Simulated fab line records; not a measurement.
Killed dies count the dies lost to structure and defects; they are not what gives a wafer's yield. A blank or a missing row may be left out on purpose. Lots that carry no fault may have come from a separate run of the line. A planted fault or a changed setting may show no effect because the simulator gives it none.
Comparing a struck lot with a sound one    flow sky130    32 steps out of a route of 708
Sound: these wafers, L721.3, L721.4, L721.6. Struck: wafer L727.3 (L727.1, L727.6, from the same lot, were not struck and are left out); the cause is given at the end.
At each step with rows: each side's tool, then ch and its chambers, then its first start. Under that, the readings that differ: sound wafers    struck wafers    difference of the means    sigmas: that difference in standard deviations of wafers without a fault.
alike: a reading whose means differ by less than 2 such deviations, as well as words and numbers matching on both sides. not compared: withheld readings; readings where some wafer has no value; bounds like >300 that might hide an equal value; numbers whose values overlap and for which the record gives no deviation.
A row with sigmas, a row that says differs or no value, or rows on one side alone: a step with any of these is where the two part. Non-overlapping numbers with no deviation appear without sigmas and do not part them. A reading missing from all wafers of one side parts the sides only when that side holds two or more wafers.

SKY_VIA1_ETCH_15: etches SiO2 in C4F8/O2/Ar, stops on TiN, target depth 351 nm, time 54 s.
  sound on rie-diel-02 ch 0,1, day 33 18:20; struck on rie-diel-02 ch 3, day 36 11:01
  alike: oes-product-au, rf-fwd-power-W
  not compared: rf-hours-counter-h
then, 6 steps without rows for these wafers: SKY_VIA1_STRIP_16 (strips in O2/N2); SKY_VIA1_STRIP_17 (strips in post etch residue remover, time 1200 s); SKY_VIA1_CLEAN_18 (cleans in IPA, time 180 s); SKY_VIA1_CLEAN_19 (cleans in O3/DIW); SKY_VIA1_SPUTTER_20 (material TiN, target thk 20 nm, time 80 s); SKY_VIA1_CVD_21 (deposits W, target thk 270 nm, time 80.902 s).
SKY_VIA1_RS_MEAS_22: uses a four-point probe to measure.
  sound on film-metro-04, day 33 19:12; struck on film-metro-02, day 36 11:50
  alike: VIA1_W_RS
SKY_VIA1_THK_MEAS_23: measures by xrf.
  sound on film-metro-04, day 33 19:18; struck on film-metro-02, day 36 11:58
  alike: VIA1_W_THK
then, 1 step without rows for these wafers: SKY_VIA1_CMP_24 (polishes, stops on SiO2, t overpolish 15 s, target thk 0 nm).
SKY_METAL2_SPUTTER_00: material Ti, target thk 15 nm, time 10 s.
  sound on pvd-sputter-03, day 33 19:38; struck on pvd-sputter-04, day 36 12:19
  alike: throttle-valve-pct
then, 1 step without rows for these wafers: SKY_METAL2_SPUTTER_01 (material TiN, target thk 20 nm, time 16.7 s).
SKY_METAL2_SPUTTER_02: material AlCu, target thk 250 nm, time 13.3 s.
  sound on pvd-sputter-03, day 33 19:41; struck on pvd-sputter-04, day 36 12:22
reading                                      sound              struck  difference  sigmas
model.AlCu_of_METAL2_SPUTTER_02.thk-nm (nm)  250.1 252.4 250.8  206.8   -44.3       
  alike: throttle-valve-pct
SKY_METAL2_SPUTTER_03: material Ti, target thk 5 nm, time 3.3 s.
  sound on pvd-sputter-03, day 33 19:43; struck on pvd-sputter-04, day 36 12:23
  alike: throttle-valve-pct
then, 1 step without rows for these wafers: SKY_METAL2_SPUTTER_04 (material TiN, target thk 70 nm, time 58.3 s).
SKY_METAL2_RS_MEAS_05: uses a four-point probe to measure.
  sound on film-metro-01, day 33 19:49; struck on film-metro-02, day 36 12:28
reading                  sound                 struck  difference  sigmas
METAL2_ALCU_RS (ohm/sq)  0.1263 0.1256 0.1259  0.1536  +0.0277     +17
SKY_METAL2_THK_MEAS_06: measures by xrf.
  sound on film-metro-01, day 33 19:55; struck on film-metro-02, day 36 12:35
reading               sound        struck  difference  sigmas
METAL2_ALCU_THK (nm)  250 251 249  207     -43         -13
then, 8 steps without rows for these wafers: SKY_METAL2_DEHYDRATE_07 (time 60 s); SKY_METAL2_HMDS_08 (prime time 60 s); SKY_METAL2_COAT_09 (resist thk 60 nm); SKY_METAL2_COAT_10 (resist thk 450 nm); SKY_METAL2_SOFTBAKE_11 (time 90 s); SKY_METAL2_EXPOSE_12 (exposes mask MM2, target cd 140 nm); SKY_METAL2_PEB_13; SKY_METAL2_DEVELOP_14 (develop time 60 s).
SKY_METAL2_CD_MEAS_15: target cd 140 nm.
  sound on cd-sem-02, day 34 20:45; struck on cd-sem-01, day 37 15:13
  alike: cd-nm
SKY_METAL2_OVL_MEAS_16:
  sound on overlay-01, day 34 20:50; struck on overlay-02, day 37 15:20
  alike: METAL2_OVL
SKY_METAL2_DESCUM_17: chemistry O2, time 8 s.
  sound on rie-metal-03 ch 0,1, day 34 20:53; struck on rie-metal-01 ch 0, day 37 15:22
  alike: drypump-motor-current-A, oes-product-au, rf-fwd-power-W
  not compared: rf-hours-counter-h
then, 1 step without rows for these wafers: SKY_METAL2_ETCH_18 (etches BARC in N2/H2, stops on SiO2, time 45.9 s, target depth 60 nm).
SKY_METAL2_METAL_ETCH_19: etches the open film in Cl2/BCl3, stops on SiO2, target depth 360 nm, time 78 s.
  sound on rie-metal-03 ch 0,1, day 34 20:59; struck on rie-metal-01 ch 0, day 37 15:28
reading                 sound                 struck  difference  sigmas
oes-product-au (a.u.)   0.855 0.861 0.857     0.829   -0.029      -5
throttle-valve-pct (%)  22.266 22.279 22.264  22.248  -0.022      -3
  alike: drypump-motor-current-A, rf-fwd-power-W
  not compared: rf-hours-counter-h
SKY_METAL2_STRIP_20: strips in O2/N2.
  sound on plasma-asher-02 ch 0,1, day 34 21:05; struck on plasma-asher-04 ch 0, day 37 15:33
reading                       sound           struck  difference  sigmas
strip-time-to-endpoint-s (s)  2.75 2.81 2.69  2.62    -0.13       -3
  alike: drypump-motor-current-A, n2-flow-sccm, oes-product-au
  not compared: rf-hours-counter-h
-- the record jumps here: 10 days lie between the struck wafers' starts before and after (it left off in module METAL2 and takes up again in module PAD_OPEN, whose first step shown is number 708 of the route) --
SKY_PAD_OPEN_PROBE_99:
  sound on prober-01, day 45 13:43; struck on prober-01, day 47 15:08
reading                       sound                 struck  difference  sigmas
killed-at-contacts            16 13 14              28      +14         +2
model.etest.met2.line-ohm-um  0.9147 0.9173 0.9152  1.109   +0.193      
model.etest.met2.rs-ohm-sq    0.1278 0.1267 0.1287  0.1577  +0.0300     
  alike: defect-limited-yield, killed_at_M0_to_M3, killed_at_M4_up, killed-at-front-end, killed-at-other, killed-dies, killed-open, killed-short, sort_bin_3_pad_short, sort_bin_5_function, sort_bin_6_memory, sort-n-pass, sort-yield-pct

WHERE THEY PART
First at SKY_METAL2_RS_MEAS_05; last, within this record, at SKY_PAD_OPEN_PROBE_99.

WHY: what the simulator had put in
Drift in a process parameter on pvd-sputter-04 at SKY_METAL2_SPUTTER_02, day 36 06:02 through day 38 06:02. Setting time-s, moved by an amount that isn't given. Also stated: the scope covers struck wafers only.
